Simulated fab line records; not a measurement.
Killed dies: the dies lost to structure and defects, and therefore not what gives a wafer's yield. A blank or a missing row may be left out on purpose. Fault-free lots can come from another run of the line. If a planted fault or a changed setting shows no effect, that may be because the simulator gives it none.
Struck lot and sound lot, side by side / flow sfq_line / 19 out of 325 route steps
Sound: the wafers L860.1, L860.2, L860.6. Struck: wafer L861.6. (L861.1, L861.2 of the same lot were not struck and are left out.) The cause comes at the end.
Per side, at each step with rows, come the tool, then ch with its chambers, and then its first start. Under that, the readings that differ: sound wafers / struck wafers / difference of the means / sigmas: that difference in standard deviations of wafers without a fault.
alike: a reading whose means differ by less than 2 such deviations, as well as words and numbers matching on both sides. not compared: withheld readings; readings where some wafer has no value; bounds like >300 that might hide an equal value; numbers whose values overlap and for which the record gives no deviation.
Wherever a step has rows on one side only, a row that says differs or no value, or a row with sigmas, the two part there. Non-overlapping numbers with no deviation appear without sigmas and do not part them. A reading that every wafer of one side lacks parts them only if that side has two wafers or more.

SFQ_M3_OVL_MEAS_921:
  sound on overlay-01 at day 29 18:13; struck on overlay-01 at day 29 20:34
  alike: M3_OVL
SFQ_TRILAYER_M3_BARC_OPEN_METAL_ETCH_100: etches BARC in O2, target depth 125 nm, time 41.7 s.
  sound on rie_metal-01 ch 0,1, day 29 18:16; struck on rie_metal-02 ch 0, day 29 20:36
  alike: drypump_motor_current_A, oes_product_au
  not compared: rf_hours_counter_h
then, 1 step without rows for these wafers: SFQ_TRILAYER_M3_ETCH_METAL_ETCH_078 (etches Nb in Cl2/Ar, stops on SiO2, target depth 240 nm, time 120 s).
SFQ_TRILAYER_M3_STRIP_STRIP_079: strips in O2.
  sound on rie_metal-01 ch 0,1, day 29 18:26; struck on rie_metal-02 ch 0, day 29 20:47
  alike: drypump_motor_current_A, oes_product_au
  not compared: rf_hours_counter_h
then, 1 step without rows for these wafers: SFQ_TRILAYER_M3_STRIP_SOLV_CLEAN_080 (cleans in NMP, time 600 s).
SFQ_TRILAYER_I3_DEP_PECVD_081: deposits SiO2 from SiH4/N2O, time 111.11 s, target thk 500 nm.
  sound on pecvd-01 ch 0,1,2, day 29 19:13; struck on pecvd-04 ch 0, day 29 21:35
reading=heater_power_w (W); sound=79 80 85; struck=99; difference=+18; sigmas=+2
  alike: susceptor_temp_C, throttle_valve_pct
then, 1 step without rows for these wafers: SFQ_TRILAYER_I3_CMP_CMP_082 (polishes SiO2).
SFQ_I3_BOW_MEAS_922:
  sound on film_metro-01 at day 29 23:29; struck on film_metro-01 at day 30 02:29
  alike: I3_BOW
SFQ_TRILAYER_I3_METRO_MEASURE_083:
  sound on film_metro-01 at day 29 23:37; struck on film_metro-01 at day 30 02:37
  alike: thk_nm
then, 3 steps without rows for these wafers: SFQ_TRILAYER_I3_VIA_LITHO_COAT_090 (resist thk 62 nm); SFQ_TRILAYER_I3_VIA_LITHO_COAT_085 (resist thk 650 nm); SFQ_TRILAYER_I3_VIA_LITHO_SOFTBAKE_089.
-- the record jumps here: 7 days lie between the struck wafers' starts before and after --
SFQ_TRILAYER_I3_VIA_LITHO_EXPOSE_086: exposes mask I3, target cd 500 nm.
  sound on krf_scanner-02 ch 0, day 36 11:09; struck on krf_scanner-02 ch 0, day 36 14:45
  alike: mask
then, 2 steps without rows for these wafers: SFQ_TRILAYER_I3_VIA_LITHO_PEB_088 (peb time 60 s); SFQ_TRILAYER_I3_VIA_LITHO_DEVELOP_087 (time 60 s).
SFQ_I3_OVL_MEAS_923:
  sound on overlay-01 at day 36 12:39; struck on overlay-01 at day 36 16:15
  alike: I3_OVL
SFQ_TRILAYER_I3_VIA_BARC_OPEN_VIA_ETCH_121: etches BARC in O2, target depth 125 nm, time 41.7 s.
  sound on rie_diel-02 ch 0,3, day 36 12:41; struck on rie_diel-04 ch 0, day 36 16:17
reading=model.I3.cd_nm (nm); sound=500 500.4 500.3; struck=511.1; difference=+10.9; sigmas=
  alike: drypump_motor_current_A, oes_product_au
  not compared: rf_hours_counter_h
SFQ_TRILAYER_I3_VIA_ETCH_VIA_ETCH_088: etches SiO2 in CHF3, stops on Nb, target depth 260 nm.
  sound on rie_diel-02 ch 0,3, day 36 12:43; struck on rie_diel-04 ch 0, day 36 16:19
reading=oes_product_au (a.u.); sound=0.853 0.841 0.849; struck=0.860; difference=+0.012; sigmas=+2
reading=model.I3.cd_nm (nm); sound=502.7 500 500.5; struck=509.6; difference=+8.5; sigmas=
  alike: drypump_motor_current_A
SFQ_TRILAYER_I3_VIA_STRIP_STRIP_089: strips in O2.
  sound on rie_metal-02 ch 0,1, day 36 12:50; struck on rie_metal-04 ch 0, day 36 16:26
  alike: drypump_motor_current_A, oes_product_au
  not compared: rf_hours_counter_h

== WHERE THEY PART ==
Last at SFQ_TRILAYER_I3_VIA_ETCH_VIA_ETCH_088 as far as this record goes, first at SFQ_TRILAYER_I3_DEP_PECVD_081. Later steps at which nothing parts them and some readings are alike: SFQ_TRILAYER_I3_VIA_STRIP_STRIP_089.

WHY: what had been put in by the simulator
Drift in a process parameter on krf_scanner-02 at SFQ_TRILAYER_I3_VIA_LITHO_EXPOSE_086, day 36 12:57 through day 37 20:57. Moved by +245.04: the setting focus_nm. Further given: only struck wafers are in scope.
